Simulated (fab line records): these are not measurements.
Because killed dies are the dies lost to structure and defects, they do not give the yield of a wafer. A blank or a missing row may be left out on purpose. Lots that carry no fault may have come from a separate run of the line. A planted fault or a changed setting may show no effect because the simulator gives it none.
fab line records	flow sky130
record lots=13	wafers=39	lastDay=49
route steps=708 shown SONOS_ONO@186 VIA4@660 METAL5@663 PAD_OPEN@708
lots that met no fault: taken from a fault-free run of the same line
startH: hours from the record's first day to the start of the lot's first wafer shown	waitH: hours since the lot's step before	" unchanged from the row above	L1.1+2: one row covering several wafers at once	- no value, or no start given	* or withheld: withheld	< > ~ a bound
route shown NAME@n: a module of which the file shows steps, and the number in the route of the first	usual: the fault-free wafers' mean and standard deviation	same: alike in all rows	chamber/n: place in a boat	sites: each site's reading	_std_site: the standard deviation of these	_edge_site: inner sites' mean taken away from outer sites' mean	radiusMm: how far each site lies from the wafer's centre	mask NAME#n: copy n	behind: tool/chamber where the wafer was last shaped	hold: why the lot was held/for how many hours/how that ended	device: whichever transistor did not switch (one of n, p or np)	end of line: the same wafers' tests at the end of the route	a step with no rows: only its recipe	killed: at the first sort, the dies lost to defects and structure; wafer yield is something else	map: a wafer's dies, x killed, . not, _ none there
set.NAME: the setting that was run; set.NAME@STEP: the one run at that earlier step	model.NAME: the simulator's own value behind a step, which no gauge read
steps of the route over a sample of lots; a table a step, a row a wafer
services: from which hour (startH, from the record's first day; less than 0 if before it) a tool's chamber was out of use, for how many hours, and why
## steps
# step SKY_SONOS_ONO_WET_ETCH_18
# recipe chemistry=H3PO4	targetDepthNm=15	target=Si3N4	tempC=160	timeS=172
lot.wafer	tool	chamber	startH	waitH
L394.1+3+5	wetBench-02	3	286.65	0.1
L396.2+3+4	wetBench-04	0	300.30	0.1
L397.2+4+6	wetBench-02	1	315.23	0.1
L398.2+3+5	wetBench-04	1	315.53	0.1
L399.2+3+5	wetBench-04	3	320.54	0.1
L401.1+2+6	wetBench-02	0	332.59	0.1
L402.1+4+6	wetBench-03	3	345.79	0.1
L404.1+2+6	wetBench-02	1	372.89	0.1
L405.1+5+6	wetBench-02	3	373.19	0.1
L407.3+4+6	wetBench-03	2	390.70	0.0
L408.1+3+5	wetBench-04	1	406.24	0.1
L410.1+2+5	wetBench-02	2	407.59	0.1
L412.1+3+4	wetBench-04	0	421.40	0.1
# step SKY_VIA4_CMP_21
# recipe stopOn=SiO2	tOverpolishS=25	downForcePsi=3.5	platenRpm=60	targetThkNm=0	padVelocityMS=0.94248
# usual edgeZonePressureFrac=1.000/0.0052	motorCurrentA=11.8/1.1	overpolishRunS=24.999/0.0087	slurryFlowMlMin=150.1/0.46	timeToEndpointS=121/4.3
lot.wafer	tool	chamber	startH	waitH	edgeZonePressureFrac	motorCurrentA	overpolishRunS	slurryFlowMlMin	timeToEndpointS
L396.2	cmp-02	0	1043.37	0.3	1.009	13.9	24.989	149.6	133
L396.3	"	1	"	"	0.999	13.1	24.999	149.8	122
L396.4	"	2	"	"	1.001	10.9	24.996	149.6	129
L394.3	cmp-02	1	1045.56	0.1	1.002	13.2	24.993	149.3	120
L394.1	"	3	"	"	0.991	11.7	25.002	149.3	126
L394.5	"	0	"	"	1.005	12.8	25.000	150.6	129
L398.2	cmp-02	0	1046.15	0.0	0.995	12.8	24.996	149.4	129
L398.3	"	2	"	"	1.008	10.6	25.009	150.7	119
L398.5	"	0	"	"	0.999	13.7	24.999	149.6	127
L399.3	cmp-01	3	1046.51	0.1	1.003	10.4	24.989	150.0	125
L399.2	"	0	"	"	0.999	11.6	24.990	149.8	124
L399.5	"	2	"	"	1.000	12.4	25.005	150.7	130
L397.4	cmp-02	3	1046.71	0.0	0.999	12.2	25.001	150.0	124
L397.2	"	1	"	"	1.007	12.4	25.000	149.8	114
L397.6	"	3	"	"	0.999	11.5	25.009	150.2	119
L401.2	cmp-02	0	1047.33	0.0	0.997	12.8	25.001	150.6	126
L401.1	"	1	"	"	0.997	13.0	25.033	150.6	119
L401.6	"	0	"	"	0.987	13.2	25.012	150.4	127
L402.1	cmp-02	3	1066.11	0.4	1.000	11.4	24.992	149.9	124
L402.4	"	1	"	"	1.013	13.0	24.990	150.0	119
L402.6	"	3	"	"	0.998	11.7	24.995	149.9	126
L405.1	cmp-02	3	1089.05	0.3	1.009	11.0	25.005	149.6	122
L405.6	"	0	"	"	0.996	14.2	25.005	149.5	127
L405.5	"	1	"	"	0.995	13.0	24.993	150.4	118
L404.1	cmp-01	3	1089.20	0.1	0.997	10.6	24.977	149.6	118
L404.2	"	1	"	"	0.994	11.0	24.986	150.4	112
L404.6	"	0	"	"	1.004	10.9	24.992	150.0	121
L407.3	cmp-01	3	1092.06	0.5	1.007	10.9	25.000	149.8	123
L407.4	"	2	"	"	0.998	12.9	24.994	150.6	125
L407.6	"	0	"	"	1.011	11.0	24.993	150.5	121
L410.2	cmp-02	0	1108.71	0.3	0.992	13.2	25.003	150.1	122
L410.1	"	2	"	"	1.000	10.8	25.010	149.1	121
L410.5	"	3	"	"	0.998	12.0	24.998	150.5	120
L408.3	cmp-02	0	1112.44	0.2	1.003	13.2	25.005	149.8	119
L408.1	"	3	"	"	1.002	11.6	25.000	149.8	117
L408.5	"	0	"	"	1.001	13.4	24.996	150.1	120
L412.3	cmp-02	3	1112.74	0.5	1.003	11.9	25.001	150.5	117
L412.4	"	0	"	"	0.998	13.5	25.006	150.8	124
L412.1	"	1	"	"	0.994	13.5	24.993	149.6	113
# step SKY_METAL5_SPUTTER_02
# recipe material=AlCu	targetThkNm=1150	powerW=10600	timeS=61.2	chamberPressurePa=0.4
# usual chamberPressurePa=0.3999/0.00085	throttleValvePct=30.0/1.1
lot.wafer	tool	chamber	startH	waitH	chamberPressurePa	throttleValvePct
L396.2	pvdSputter-02	-	1043.66	0.0	0.3995	31.4
L396.3	"	-	"	"	0.3993	29.4
L396.4	"	-	"	"	0.4013	31.5
L394.1	pvdSputter-02	-	1045.86	0.0	0.3992	29.9
L394.3	"	-	"	"	0.3995	29.3
L394.5	"	-	"	"	0.3985	31.3
L398.2	pvdSputter-02	-	1046.50	0.0	0.3992	31.3
L398.3	"	-	"	"	0.4001	30.1
L398.5	"	-	"	"	0.3986	29.5
L399.2	pvdSputter-04	-	1046.81	0.0	0.3993	30.1
L399.3	"	-	"	"	0.3998	32.2
L399.5	"	-	"	"	0.3997	28.7
L397.2	pvdSputter-01	-	1047.06	0.0	0.4004	29.4
L397.4	"	-	"	"	0.4001	28.5
L397.6	"	-	"	"	0.3999	29.3
L401.1	pvdSputter-01	-	1047.68	0.0	0.3993	29.2
L401.2	"	-	"	"	0.3987	30.3
L401.6	"	-	"	"	0.3992	29.1
L402.1	pvdSputter-01	-	1066.50	0.0	0.4002	29.4
L402.4	"	-	"	"	0.3978	28.4
L402.6	"	-	"	"	0.3990	28.6
L405.1	pvdSputter-04	-	1089.25	0.0	0.4008	28.9
L405.5	"	-	"	"	0.3995	32.0
L405.6	"	-	"	"	0.3993	28.7
L404.1	pvdSputter-01	-	1089.55	0.0	0.4003	30.2
L404.2	"	-	"	"	0.4014	29.5
L404.6	"	-	"	"	0.3989	30.1
L407.3	pvdSputter-02	-	1092.41	0.0	0.4003	31.4
L407.4	"	-	"	"	0.4015	29.5
L407.6	"	-	"	"	0.4009	31.4
L410.1	pvdSputter-04	-	1109.01	0.0	0.3972	28.9
L410.2	"	-	"	"	0.4004	30.4
L410.5	"	-	"	"	0.3989	28.6
L408.1	pvdSputter-02	-	1112.79	0.0	0.3997	31.1
L408.3	"	-	"	"	0.3990	31.5
L408.5	"	-	"	"	0.3996	31.3
L412.1	pvdSputter-04	-	1113.09	0.0	0.4011	32.1
L412.3	"	-	"	"	0.4001	30.4
L412.4	"	-	"	"	0.4008	28.5
# step SKY_METAL5_RS_MEAS_05
# recipe thkMeasGauge=four-point-probe	reads=TiN_of_METAL5_SPUTTER_04+Ti_of_METAL5_SPUTTER_03+AlCu_of_METAL5_SPUTTER_02+TiN_of_METAL5_SPUTTER_01+Ti_of_METAL5_SPUTTER_00
# usual METAL5_ALCU_RS=0.0269/0.00031
lot.wafer	tool	chamber	startH	waitH	METAL5_ALCU_RS[ohm/sq]
L396.2	filmMetro-04	-	1043.80	0.0	0.0264
L396.3	"	-	"	"	0.0264
L396.4	"	-	"	"	0.0265
L394.1	filmMetro-04	-	1045.97	0.0	0.0262
L394.3	"	-	"	"	0.0265
L394.5	"	-	"	"	0.0264
L398.2	filmMetro-04	-	1046.64	0.0	0.0271
L398.3	"	-	"	"	0.0268
L398.5	"	-	"	"	0.0271
L399.2	filmMetro-04	-	1046.94	0.0	0.0269
L399.3	"	-	"	"	0.0270
L399.5	"	-	"	"	0.0269
L397.2	filmMetro-02	-	1047.20	0.0	0.0269
L397.4	"	-	"	"	0.0266
L397.6	"	-	"	"	0.0269
L401.1	filmMetro-04	-	1047.80	0.0	0.0276
L401.2	"	-	"	"	0.0274
L401.6	"	-	"	"	0.0274
L402.1	filmMetro-02	-	1066.74	0.0	0.0272
L402.4	"	-	"	"	0.0268
L402.6	"	-	"	"	0.0268
L405.1	filmMetro-02	-	1089.36	0.0	0.0265
L405.5	"	-	"	"	0.0267
L405.6	"	-	"	"	0.0263
L404.1	filmMetro-04	-	1089.66	0.0	0.0270
L404.2	"	-	"	"	0.0271
L404.6	"	-	"	"	0.0271
L407.3	filmMetro-02	-	1092.56	0.1	0.0270
L407.4	"	-	"	"	0.0269
L407.6	"	-	"	"	0.0268
L410.1	filmMetro-04	-	1109.13	0.0	0.0268
L410.2	"	-	"	"	0.0271
L410.5	"	-	"	"	0.0268
L408.1	filmMetro-04	-	1112.90	0.0	0.0268
L408.3	"	-	"	"	0.0267
L408.5	"	-	"	"	0.0269
L412.1	filmMetro-01	-	1113.20	0.0	0.0272
L412.3	"	-	"	"	0.0273
L412.4	"	-	"	"	0.0268
# step SKY_PAD_OPEN_PROBE_99
# usual killed_at_M0_to_M3=42/6.6	killed_at_M4_up=3.0/1.7	killedAtContacts=24/5.3	killedAtFrontEnd=15/4.5	killedAtOther=0.2/0.49	killedDies=83/9	killedOpen=45/6.9	killedShort=38/5.8
# same grossDies=492	killedAtBackSide=0
lot.wafer	tool	chamber	startH	waitH	killed_at_M0_to_M3	killed_at_M4_up	killedAtContacts	killedAtFrontEnd	killedAtOther	killedDies	killedOpen	killedShort
L396.2	prober-02	-	1111.08	0.1	35	5	26	18	0	84	34	49
L396.3	prober-02	-	1111.13	0.2	43	2	25	16	0	86	52	33
L396.4	prober-02	-	1111.18	0.2	40	3	16	14	0	73	41	31
L394.1	prober-02	-	1114.76	0.1	39	3	20	17	0	79	38	41
L394.3	prober-02	-	1114.86	0.2	40	4	23	18	0	85	47	38
L394.5	prober-02	-	1114.96	0.2	28	1	21	12	0	62	31	31
L398.2	prober-01	-	1116.31	0.1	37	3	29	8	0	77	41	36
L398.3	prober-01	-	1116.36	0.2	41	6	30	16	0	93	51	42
L398.5	prober-01	-	1116.46	0.2	40	4	28	9	0	81	47	34
L399.2	prober-01	-	1116.61	0.3	49	6	19	20	0	94	53	41
L399.3	prober-01	-	1116.66	0.3	38	6	21	17	0	82	46	36
L399.5	prober-01	-	1116.76	0.4	31	1	27	11	0	70	39	31
L397.2	prober-02	-	1116.63	0.3	44	2	15	10	0	71	35	36
L397.4	prober-02	-	1116.73	0.4	43	6	26	11	0	86	51	35
L397.6	prober-02	-	1116.83	0.4	46	3	15	9	0	73	34	39
L401.1	prober-01	-	1117.76	0.1	41	4	33	13	0	91	52	39
L401.2	prober-01	-	1117.81	0.1	32	1	28	16	0	77	35	42
L401.6	prober-01	-	1118.01	0.2	39	1	27	13	0	80	50	30
L402.1	prober-01	-	1131.93	0.1	36	1	26	15	0	78	46	32
L402.4	prober-01	-	1132.08	0.2	36	0	22	20	0	78	50	28
L402.6	prober-01	-	1132.18	0.2	27	1	34	15	2	79	45	34
L405.1	prober-02	-	1151.61	0.1	39	1	24	58	1	123	44	41
L405.5	prober-02	-	1151.81	0.2	32	5	28	53	0	118	48	32
L405.6	prober-02	-	1151.86	0.2	43	2	16	52	1	114	41	38
L404.1	prober-01	-	1152.90	0.1	37	0	25	17	0	79	37	41
L404.2	prober-01	-	1152.95	0.1	42	0	29	19	0	90	57	33
L404.6	prober-01	-	1153.15	0.2	39	2	22	13	0	76	37	39
L407.3	prober-02	-	1156.60	0.2	49	5	17	16	1	88	40	48
L407.4	prober-02	-	1156.65	0.2	44	2	19	16	2	83	49	33
L407.6	prober-02	-	1156.75	0.2	48	2	20	16	0	86	44	42
L410.1	prober-01	-	1168.44	0.1	41	2	27	74	0	144	43	38
L410.2	prober-01	-	1168.49	0.1	32	3	31	69	2	137	35	38
L410.5	prober-01	-	1168.64	0.2	43	2	32	76	0	153	45	46
L408.1	prober-02	-	1171.08	0.1	46	2	24	12	0	84	49	35
L408.3	prober-02	-	1171.18	0.2	34	5	18	17	0	74	33	41
L408.5	prober-02	-	1171.28	0.2	39	4	30	11	0	84	38	46
L412.1	prober-01	-	1172.24	0.1	44	1	15	13	0	73	38	35
L412.3	prober-01	-	1172.34	0.2	53	4	22	13	0	92	52	39
L412.4	prober-01	-	1172.39	0.2	53	2	17	10	0	82	45	37
# killed by level:class
L396.2 CONTACT:geometricParticle:open=9 LI_CONTACT:geometricParticle:open=8 METAL2:geometricParticle:short=7 FIELD_ISO:geometricParticle:short=6 METAL1:geometricParticle:short=6 VIA2:geometricParticle:open=5 FIELD_ISO:geometricParticle:open=4 POLY_GATE:geometricParticle:short=4
L396.3 VIA2:geometricParticle:open=10 CONTACT:geometricParticle:open=8 VIA1:geometricParticle:open=8 LI_CONTACT:geometricParticle:open=7 METAL2:geometricParticle:short=6 CONTACT:geometricParticle:short=5 FIELD_ISO:geometricParticle:open=4 POLY_GATE:geometricParticle:short=4
L396.4 VIA3:geometricParticle:open=13 VIA1:geometricParticle:open=9 FIELD_ISO:geometricParticle:short=5 VIA2:geometricParticle:open=5 POLY_GATE:geometricParticle:short=4 LOCAL_INTERCONNECT:geometricParticle:short=4 CONTACT:geometricParticle:open=4 METAL1:geometricParticle:short=4
L394.1 METAL2:geometricParticle:short=9 CONTACT:geometricParticle:open=8 METAL1:geometricParticle:short=7 VIA2:geometricParticle:open=7 FIELD_ISO:geometricParticle:short=5 FIELD_ISO:geometricParticle:open=5 VIA3:geometricParticle:open=5 POLY_GATE:geometricParticle:short=4
L394.3 LI_CONTACT:geometricParticle:open=10 VIA1:geometricParticle:open=10 FIELD_ISO:geometricParticle:short=8 CONTACT:geometricParticle:open=6 VIA2:geometricParticle:open=6 METAL1:geometricParticle:short=5 POLY_GATE:geometricParticle:open=5 CONTACT:geometricParticle:short=4
L394.5 CONTACT:geometricParticle:open=8 VIA2:geometricParticle:open=7 CONTACT:geometricParticle:short=6 METAL3:geometricParticle:short=6 FIELD_ISO:geometricParticle:short=3 POLY_GATE:geometricParticle:short=3 POLY_GATE:geometricParticle:open=3 LI_CONTACT:geometricParticle:open=3
L398.2 CONTACT:geometricParticle:open=10 LI_CONTACT:geometricParticle:open=8 VIA1:geometricParticle:open=7 VIA1:geometricParticle:short=7 VIA3:geometricParticle:open=7 LI_CONTACT:geometricParticle:short=4 CONTACT:geometricParticle:short=4 METAL2:geometricParticle:short=4
L398.3 CONTACT:geometricParticle:open=12 METAL2:geometricParticle:short=8 VIA1:geometricParticle:open=8 VIA3:geometricParticle:open=8 LI_CONTACT:geometricParticle:open=7 SPACER:geometricParticle:open=6 CONTACT:geometricParticle:short=5 METAL4:geometricParticle:short=5
L398.5 CONTACT:geometricParticle:open=15 VIA1:geometricParticle:open=9 VIA3:geometricParticle:open=8 METAL2:geometricParticle:short=6 VIA2:geometricParticle:open=6 METAL1:geometricParticle:short=5 LOCAL_INTERCONNECT:geometricParticle:short=4 METAL4:geometricParticle:short=4
L399.2 VIA1:geometricParticle:open=13 CONTACT:geometricParticle:open=10 METAL2:geometricParticle:short=8 VIA2:geometricParticle:open=7 FIELD_ISO:geometricParticle:short=5 METAL4:geometricParticle:short=5 POLY_GATE:geometricParticle:short=4 METAL2:geometricParticle:open=4
L397.2 VIA1:geometricParticle:short=8 VIA2:geometricParticle:open=8 METAL1:geometricParticle:short=6 METAL2:geometricParticle:short=5 FIELD_ISO:geometricParticle:open=4 CONTACT:geometricParticle:short=4 VIA3:geometricParticle:open=4 VIA1:geometricParticle:open=4
L399.3 VIA1:geometricParticle:open=11 CONTACT:geometricParticle:open=7 METAL1:geometricParticle:short=6 FIELD_ISO:geometricParticle:open=5 LI_CONTACT:geometricParticle:open=5 VIA2:geometricParticle:open=5 METAL4:geometricParticle:short=4 POLY_GATE:geometricParticle:open=3
L397.4 CONTACT:geometricParticle:open=9 VIA1:geometricParticle:open=9 LI_CONTACT:geometricParticle:open=8 VIA3:geometricParticle:open=5 METAL2:geometricParticle:short=5 METAL1:geometricParticle:short=4 VIA2:geometricParticle:open=4 FIELD_ISO:geometricParticle:short=3
L399.5 CONTACT:geometricParticle:open=7 VIA1:geometricParticle:open=7 LI_CONTACT:geometricParticle:open=6 FIELD_ISO:geometricParticle:open=5 LI_CONTACT:geometricParticle:short=5 CONTACT:geometricParticle:short=5 VIA3:geometricParticle:open=5 METAL1:geometricParticle:short=4
L397.6 METAL1:geometricParticle:short=10 VIA1:geometricParticle:open=10 CONTACT:geometricParticle:open=6 FIELD_ISO:geometricParticle:short=5 LI_CONTACT:geometricParticle:open=5 VIA1:geometricParticle:short=5 VIA2:geometricParticle:open=5 VIA2:geometricParticle:short=4
L401.1 CONTACT:geometricParticle:open=12 VIA1:geometricParticle:open=10 CONTACT:geometricParticle:short=9 LI_CONTACT:geometricParticle:open=7 METAL1:geometricParticle:short=7 METAL2:geometricParticle:short=6 VIA2:geometricParticle:open=5 FIELD_ISO:geometricParticle:open=4
L401.2 CONTACT:geometricParticle:open=10 VIA1:geometricParticle:open=9 FIELD_ISO:geometricParticle:short=7 CONTACT:geometricParticle:short=7 LI_CONTACT:geometricParticle:open=5 METAL1:geometricParticle:short=5 METAL2:geometricParticle:short=5 POLY_GATE:geometricParticle:short=4
L401.6 CONTACT:geometricParticle:open=16 VIA1:geometricParticle:open=9 METAL2:geometricParticle:short=7 VIA3:geometricParticle:open=5 POLY_GATE:geometricParticle:open=4 LI_CONTACT:geometricParticle:open=4 VIA1:geometricParticle:short=4 VIA2:geometricParticle:open=4
L402.1 LI_CONTACT:geometricParticle:open=11 VIA1:geometricParticle:open=9 VIA2:geometricParticle:open=7 LOCAL_INTERCONNECT:geometricParticle:short=5 METAL3:geometricParticle:short=5 FIELD_ISO:geometricParticle:short=4 LI_CONTACT:geometricParticle:short=4 VIA3:geometricParticle:open=4
L402.4 VIA1:geometricParticle:open=13 LI_CONTACT:geometricParticle:open=10 CONTACT:geometricParticle:open=8 POLY_GATE:geometricParticle:short=6 VIA2:geometricParticle:open=5 VIA3:geometricParticle:open=5 FIELD_ISO:geometricParticle:open=4 POLY_GATE:geometricParticle:open=3
L402.6 CONTACT:geometricParticle:open=9 VIA3:geometricParticle:open=8 LI_CONTACT:geometricParticle:open=8 CONTACT:geometricParticle:short=6 LOCAL_INTERCONNECT:geometricParticle:short=5 VIA1:geometricParticle:open=5 FIELD_ISO:geometricParticle:short=4 METAL2:geometricParticle:short=4
L405.1 SONOS_ONO:unspecified=37 VIA1:geometricParticle:open=13 CONTACT:geometricParticle:open=12 POLY_GATE:geometricParticle:short=6 CONTACT:geometricParticle:short=6 POLY_GATE:geometricParticle:open=5 VIA1:geometricParticle:short=5 FIELD_ISO:geometricParticle:short=4
L405.5 SONOS_ONO:unspecified=38 CONTACT:geometricParticle:open=14 LI_CONTACT:geometricParticle:open=8 VIA2:geometricParticle:open=8 POLY_GATE:geometricParticle:open=7 VIA1:geometricParticle:short=6 FIELD_ISO:geometricParticle:open=5 METAL4:geometricParticle:short=5
L405.6 SONOS_ONO:unspecified=34 VIA1:geometricParticle:open=9 VIA3:geometricParticle:open=8 CONTACT:geometricParticle:open=7 FIELD_ISO:geometricParticle:short=5 METAL2:geometricParticle:short=5 POLY_GATE:geometricParticle:short=4 METAL1:geometricParticle:short=4
L404.1 VIA1:geometricParticle:open=11 CONTACT:geometricParticle:open=8 CONTACT:geometricParticle:short=6 VIA1:geometricParticle:short=6 LI_CONTACT:geometricParticle:short=5 VIA3:geometricParticle:open=5 POLY_GATE:geometricParticle:short=4 METAL1:geometricParticle:short=4
L404.2 CONTACT:geometricParticle:open=15 VIA1:geometricParticle:open=13 VIA3:geometricParticle:open=7 CONTACT:geometricParticle:short=6 SPACER:geometricParticle:short=5 FIELD_ISO:geometricParticle:open=4 SPACER:geometricParticle:open=4 LI_CONTACT:geometricParticle:open=4
L404.6 VIA1:geometricParticle:open=8 METAL2:geometricParticle:short=6 CONTACT:geometricParticle:short=6 LI_CONTACT:geometricParticle:open=5 CONTACT:geometricParticle:open=5 VIA2:geometricParticle:short=5 METAL3:geometricParticle:short=5 VIA3:geometricParticle:open=5
L407.3 VIA1:geometricParticle:open=13 CONTACT:geometricParticle:open=7 VIA2:geometricParticle:short=6 FIELD_ISO:geometricParticle:short=5 VIA1:geometricParticle:short=5 METAL2:geometricParticle:short=5 VIA2:geometricParticle:open=5 POLY_GATE:geometricParticle:short=4
L407.4 VIA1:geometricParticle:open=15 VIA2:geometricParticle:open=9 CONTACT:geometricParticle:open=8 VIA1:geometricParticle:short=6 METAL2:geometricParticle:short=5 FIELD_ISO:geometricParticle:short=4 LOCAL_INTERCONNECT:geometricParticle:short=4 FIELD_ISO:geometricParticle:open=3
L407.6 VIA3:geometricParticle:open=8 VIA1:geometricParticle:open=7 CONTACT:geometricParticle:short=6 POLY_GATE:geometricParticle:open=6 METAL1:geometricParticle:short=6 LI_CONTACT:geometricParticle:open=5 CONTACT:geometricParticle:open=5 VIA1:geometricParticle:short=5
L410.1 SONOS_ONO:unspecified=63 VIA1:geometricParticle:open=13 CONTACT:geometricParticle:open=8 METAL2:geometricParticle:short=8 CONTACT:geometricParticle:short=7 VIA3:geometricParticle:open=6 FIELD_ISO:geometricParticle:short=4 LI_CONTACT:geometricParticle:short=4
L410.2 SONOS_ONO:unspecified=62 CONTACT:geometricParticle:open=9 VIA1:geometricParticle:open=8 LI_CONTACT:geometricParticle:short=7 METAL2:geometricParticle:short=7 VIA1:geometricParticle:short=7 LI_CONTACT:geometricParticle:open=6 CONTACT:geometricParticle:short=6
L410.5 SONOS_ONO:unspecified=62 CONTACT:geometricParticle:open=15 METAL1:geometricParticle:short=7 METAL2:geometricParticle:short=7 CONTACT:geometricParticle:short=6 FIELD_ISO:geometricParticle:short=5 POLY_GATE:geometricParticle:open=5 LOCAL_INTERCONNECT:geometricParticle:short=5
L408.1 CONTACT:geometricParticle:open=13 VIA1:geometricParticle:open=12 METAL2:geometricParticle:short=6 VIA2:geometricParticle:open=5 METAL1:geometricParticle:short=5 LI_CONTACT:geometricParticle:open=4 LOCAL_INTERCONNECT:geometricParticle:short=4 VIA3:geometricParticle:open=4
L408.3 METAL2:geometricParticle:short=9 POLY_GATE:geometricParticle:short=5 LOCAL_INTERCONNECT:geometricParticle:short=5 CONTACT:geometricParticle:open=5 VIA3:geometricParticle:open=5 POLY_GATE:geometricParticle:open=4 LI_CONTACT:geometricParticle:open=4 METAL1:geometricParticle:short=4
L408.5 LI_CONTACT:geometricParticle:short=9 LI_CONTACT:geometricParticle:open=8 VIA1:geometricParticle:open=7 VIA2:geometricParticle:open=6 METAL3:geometricParticle:short=6 METAL1:geometricParticle:short=5 CONTACT:geometricParticle:open=5 POLY_GATE:geometricParticle:short=4
L412.1 VIA1:geometricParticle:open=10 VIA2:geometricParticle:open=9 METAL1:geometricParticle:short=5 LI_CONTACT:geometricParticle:open=5 VIA1:geometricParticle:short=5 METAL2:geometricParticle:short=5 FIELD_ISO:geometricParticle:short=3 POLY_GATE:geometricParticle:short=3
L412.3 VIA1:geometricParticle:open=16 VIA3:geometricParticle:open=9 LI_CONTACT:geometricParticle:open=6 LOCAL_INTERCONNECT:geometricParticle:short=6 CONTACT:geometricParticle:open=6 VIA1:geometricParticle:short=5 VIA2:geometricParticle:open=5 METAL1:geometricParticle:short=4
L412.4 VIA1:geometricParticle:open=10 METAL2:geometricParticle:short=10 CONTACT:geometricParticle:open=8 VIA3:geometricParticle:open=8 VIA2:geometricParticle:open=6 LI_CONTACT:geometricParticle:open=5 METAL3:geometricParticle:short=4 VIA1:geometricParticle:short=4
## services
tool	chamber	startH	hours	kind
pvdSputter-02	-	308.13	1.2	repair
cmp-02	-	326.71	1.4	repair
cmp-02	-	395.88	2.5	repair
cmp-02	-	406.64	4.0	pm
cmp-02	-	431.42	6.0	pm
pvdSputter-04	-	433.87	0.8	repair
pvdSputter-04	-	456.00	2.2	repair
cmp-02	-	483.27	2.9	repair
cmp-02	-	494.52	0.6	repair
cmp-02	-	496.14	3.9	repair
pvdSputter-02	-	496.48	0.5	repair
cmp-02	-	503.81	3.5	repair
cmp-02	-	508.28	0.9	repair
cmp-02	-	594.04	2.2	repair
cmp-02	-	604.79	0.4	repair
cmp-02	-	607.06	3.9	pm
wetBench-02	-	710.32	1.3	repair
cmp-02	-	736.49	0.8	repair
cmp-02	-	746.64	4.0	pm
cmp-02	-	800.42	5.6	pm
pvdSputter-02	-	908.35	4.1	repair
cmp-02	-	930.79	0.7	repair
wetBench-02	-	994.42	1.9	pm
cmp-02	-	1082.72	4.0	pm
## key
firstSign step=SKY_PAD_OPEN_PROBE_99	reading=killedAtFrontEnd	direction=up	sigmas=11	usual=15	struck=64
effect step=SKY_PAD_OPEN_PROBE_99	reading=killedDies	direction=up	sigmas=5.3	usual=83	struck=132
metAt SKY_SONOS_ONO_WET_ETCH_18
struckLots L405,L410
testerLeftOut L405,L410
notActingAt SKY_VIA4_CMP_21,SKY_METAL5_SPUTTER_02,SKY_METAL5_RS_MEAS_05
onsetBetween 372.89 373.19
fault kind=chamberParticleSource	tool=wetBench-02	chamber=-	onsetH=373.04	steps=SKY_SONOS_ONO_WET_ETCH_18	ratePerVisitCm2=1.7861	endH=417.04
# testerLeftOut: of these lots the tester's yield and bins aren't shown, on N5 and GAA mostly nor the transistor test; their killed dies are dies lost to structure and defects alone, not to doping, threshold or leakage, so they don't give the yield
